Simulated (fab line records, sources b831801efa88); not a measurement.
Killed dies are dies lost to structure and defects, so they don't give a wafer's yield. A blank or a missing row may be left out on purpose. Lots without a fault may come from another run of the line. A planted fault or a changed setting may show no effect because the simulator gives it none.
Which tool did it? | flow sky130 | 6 lots, 18 wafers sampled, at 2 steps of a route of 708

WHAT THE GAUGES READ, wafer by wafer
SKY_VIA4_OVL_MEAS_11.
lot  | measured     | on         | VIA4_OVL (nm)
L142 | day 43 09:56 | overlay-01 | -0.1 0.9 1.7
L144 | day 43 13:13 | overlay-01 | -0.1 2.3 0.3
L146 | day 44 12:39 | overlay-01 | 0.4 1.5 0.8
L150 | day 45 10:00 | overlay-02 | 1.1 0.0 2.3
L154 | day 46 12:40 | overlay-01 | -0.3 0.2 0.6
L159 | day 47 15:44 | overlay-01 | 0.7 2.0 0.8

WHICH TOOL RAN EACH LOT (tool, then ch and the chambers of the sampled wafers, then the start)
lot  | SKY_METAL3_METAL_ETCH_18
L142 | rie_metal-02 ch 0,1, day 39 05:01
L144 | rie_metal-02 ch 0,1, day 39 10:07
L146 | rie_metal-02 ch 0, day 40 10:22
L150 | rie_metal-02 ch 0,1, day 41 08:16
L154 | rie_metal-02 ch 0,1, day 42 14:49
L159 | rie_metal-01 ch 0,1, day 43 22:22
- SKY_METAL3_METAL_ETCH_18: etches the open film in Cl2/BCl3, stops on SiO2, target depth 845 nm, time 183.1 s.

THE ANSWER, worked out from the rows above alone
Rule: what is usual is taken from the lots themselves. Put in order of their means at a reading, lots are off if they are a third of the lots or fewer, leave a main group of 4 or more, and stand apart from it by a gap of 3 or more times the standard deviation of the main group's means; of several such gaps the widest counts. A main group whose means are all the same, to the digits that the tables above print for the reading, isn't used. A lot without any number at a reading at which 4 lots or more have one is off too. The other lots that the step has rows for count as sound.
Off: L154, at SKY_VIA4_OVL_MEAS_11 (VIA4_OVL). The main group: mean 1.0 nm, standard deviation 0.15.
A tool fits if, at a process step before that reading, it ran every lot that is off, and no sound lot after the first of them. The gauges at SKY_VIA4_OVL_MEAS_11 are tried like those tools. One fits: rie_metal-02 at SKY_METAL3_METAL_ETCH_18. Its last sound lot is L150 (day 41 08:16), its first lot that is off L154 (day 42 14:49): a fault that began between those two fits.

WHAT THE SIMULATOR HAD PUT IN
Chamber particle source: rie_metal-02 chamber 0, from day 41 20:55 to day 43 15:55, at SKY_METAL3_METAL_ETCH_18. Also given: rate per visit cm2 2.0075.
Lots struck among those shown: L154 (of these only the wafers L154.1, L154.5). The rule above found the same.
